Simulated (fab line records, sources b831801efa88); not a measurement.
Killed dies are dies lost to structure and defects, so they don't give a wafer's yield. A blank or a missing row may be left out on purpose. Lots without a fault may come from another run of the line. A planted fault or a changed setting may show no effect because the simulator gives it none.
Which tool did it? | flow sky130 | 12 lots, 36 wafers sampled, at 4 steps of a route of 708

WHAT THE GAUGES READ, wafer by wafer
SKY_LDD_LDN_TW_MEAS_13. Usual: LDD_LDN_TW 1478, standard deviation 12.
lot  | measured     | on            | LDD_LDN_TW     | flag
L108 | day 22 18:24 | film_metro-02 | 1471 1469 1473 |
L109 | day 23 05:18 | film_metro-01 | 1473 1476 1476 |
L110 | day 23 17:59 | film_metro-02 | 1482 1481 1481 |
L116 | day 25 12:58 | film_metro-01 | 1456 1454 1461 |
L117 | day 26 06:26 | film_metro-02 | 1537 1530 1527 | OFF
L120 | day 27 06:49 | film_metro-01 | 1523 1528 1528 | OFF
L121 | day 27 16:06 | film_metro-01 | 1464 1466 1467 |
L123 | day 30 00:10 | film_metro-02 | 1466 1473 1468 |
L124 | day 30 00:37 | film_metro-01 | 1478 1473 1469 |
L126 | day 30 01:15 | film_metro-01 | 1471 1474 1472 |
L129 | day 30 06:48 | film_metro-02 | 1471 1475 1467 |
L131 | day 30 23:52 | film_metro-03 | 1490 1487 1512 |

SKY_POLY_CUT_OVL_MEAS_09. Usual: POLY_CUT_OVL 2 nm, standard deviation 4.8.
lot  | measured     | on         | POLY_CUT_OVL (nm) | flag
L108 | day 24 02:11 | overlay-01 | 3 3 6             |
L109 | day 24 12:40 | overlay-02 | 2 -2 1            |
L110 | day 25 01:49 | overlay-01 | 13 2 6            |
L116 | day 26 19:32 | overlay-01 | 0 9 -1            |
L117 | day 27 12:30 | overlay-02 | 7 7 5             |
L120 | day 28 13:17 | overlay-02 | -6 -1 0           |
L121 | day 28 22:14 | overlay-01 | 6 11 -5           |
L123 | day 31 04:59 | overlay-01 | 0 -6 -1           |
L124 | day 31 05:59 | overlay-02 | -2 -2 1           |
L126 | day 31 06:35 | overlay-02 | 4 0 10            |
L129 | day 31 11:26 | overlay-01 | 1 -6 -5           |
L131 | day 32 04:20 | overlay-01 | 5 4 3             |

WHICH TOOL RAN EACH LOT (tool, then ch and the chambers of the sampled wafers, then the start)
lot  | SKY_POLY_GATE_STRIP_18               | SKY_LDD_LDN_IMPLANT_10
L108 | plasma_asher-01 ch 0,1, day 16 05:44 | implanter-02 ch 0, day 22 18:00
L109 | plasma_asher-02 ch 0,1, day 16 12:15 | implanter-04 ch 0, day 23 04:54
L110 | plasma_asher-02 ch 0,1, day 17 06:24 | implanter-04 ch 0, day 23 17:35
L116 | plasma_asher-01 ch 0,1, day 19 02:38 | implanter-02 ch 0, day 25 12:36
L117 | plasma_asher-02 ch 0,1, day 19 19:53 | implanter-02 ch 0, day 26 06:04
L120 | plasma_asher-02 ch 0, day 20 21:11   | implanter-02 ch 0, day 27 06:25
L121 | plasma_asher-02 ch 0,1, day 21 06:39 | implanter-01 ch 0, day 27 15:43
L123 | plasma_asher-01 ch 0,1, day 23 19:45 | implanter-02 ch 0, day 29 23:46
L124 | plasma_asher-03 ch 0,1, day 23 21:05 | implanter-01 ch 0, day 30 00:14
L126 | plasma_asher-02 ch 0,1, day 23 21:23 | implanter-02 ch 0, day 30 00:52
L129 | plasma_asher-01 ch 0,1, day 23 23:48 | implanter-04 ch 0, day 30 06:25
L131 | plasma_asher-01 ch 0,1, day 24 23:41 | implanter-01 ch 0, day 30 23:28
- SKY_POLY_GATE_STRIP_18: strips in O2/N2.
- SKY_LDD_LDN_IMPLANT_10

WHAT THE TOOLS THEMSELVES READ (means of the sampled wafers that have a number; where no wafer has one, the mark that the record gives instead)
SKY_POLY_GATE_STRIP_18. Usual: drypump_motor_current_A 5.5 A, standard deviation 0.33; oes_product_au 0.360 a.u., standard deviation 0.0045; strip_time_to_endpoint_s 3.16 s, standard deviation 0.045.
lot  | tool            | drypump_motor_current_A (A) | oes_product_au (a.u.) | strip_time_to_endpoint_s (s) | flag
L108 | plasma_asher-01 | 5.3                         | 0.363                 | 3.14                         |
L109 | plasma_asher-02 | 5.7                         | 0.360                 | 3.23                         |
L110 | plasma_asher-02 | 5.6                         | 0.363                 | 3.21                         |
L116 | plasma_asher-01 | 5.3                         | 0.360                 | 3.11                         |
L117 | plasma_asher-02 | 5.7                         | 0.356                 | 3.13                         |
L120 | plasma_asher-02 | 5.8                         | 0.357                 | 3.12                         |
L121 | plasma_asher-02 | 5.6                         | 0.362                 | 3.17                         |
L123 | plasma_asher-01 | 5.3                         | 0.361                 | 3.16                         |
L124 | plasma_asher-03 | 5.2                         | 0.358                 | 3.18                         |
L126 | plasma_asher-02 | 5.7                         | 0.356                 | 3.15                         |
L129 | plasma_asher-01 | 5.3                         | 0.361                 | 3.15                         |
L131 | plasma_asher-01 | 5.3                         | 0.358                 | 3.18                         |

SKY_LDD_LDN_IMPLANT_10. Usual: dose_ions_cm2 1.2497e+13, standard deviation 1.3e+10; faraday_current_uA 70.4, standard deviation 1.3.
lot  | tool         | dose_ions_cm2 | faraday_current_uA | flag
L108 | implanter-02 | 1.2485e+13    | 70.4               |
L109 | implanter-04 | 1.2507e+13    | 70.6               |
L110 | implanter-04 | 1.2502e+13    | 69.3               |
L116 | implanter-02 | 1.2497e+13    | 69.5               |
L117 | implanter-02 | 1.9176e+13    | 108.7              | OFF
L120 | implanter-02 | 1.9170e+13    | 108.7              | OFF
L121 | implanter-01 | 1.2505e+13    | 69.8               |
L123 | implanter-02 | 1.2483e+13    | 70.5               |
L124 | implanter-01 | 1.2514e+13    | 69.2               |
L126 | implanter-02 | 1.2516e+13    | 70.3               |
L129 | implanter-04 | 1.2495e+13    | 70.8               |
L131 | implanter-01 | 1.2497e+13    | 70.8               |

THE ANSWER, worked out from the rows above alone
Rule: a lot is off if the mean of its wafers that have a number lies more than 3 standard deviations from the usual mean. A lot without any number at a reading at which 4 lots or more have one is off too. The other lots that the step has rows for count as sound. The gauges are gone through in route order, then the tools' own readings, and for those a lot's mean is taken as printed above. The first step at which some lot is off is used, and at that step the reading that is off furthest; a lot without a number counts as furthest.
Off: L117, L120, at SKY_LDD_LDN_TW_MEAS_13 (LDD_LDN_TW).
A tool fits if, at a process step before that reading, it ran every lot that is off, and no sound lot after the first of them. The gauges at SKY_LDD_LDN_TW_MEAS_13 aren't tried: what is off there is off at SKY_LDD_LDN_IMPLANT_10 too, on other tools, and a gauge's error can't cause that. None of those tried fits.

WHAT THE SIMULATOR HAD PUT IN
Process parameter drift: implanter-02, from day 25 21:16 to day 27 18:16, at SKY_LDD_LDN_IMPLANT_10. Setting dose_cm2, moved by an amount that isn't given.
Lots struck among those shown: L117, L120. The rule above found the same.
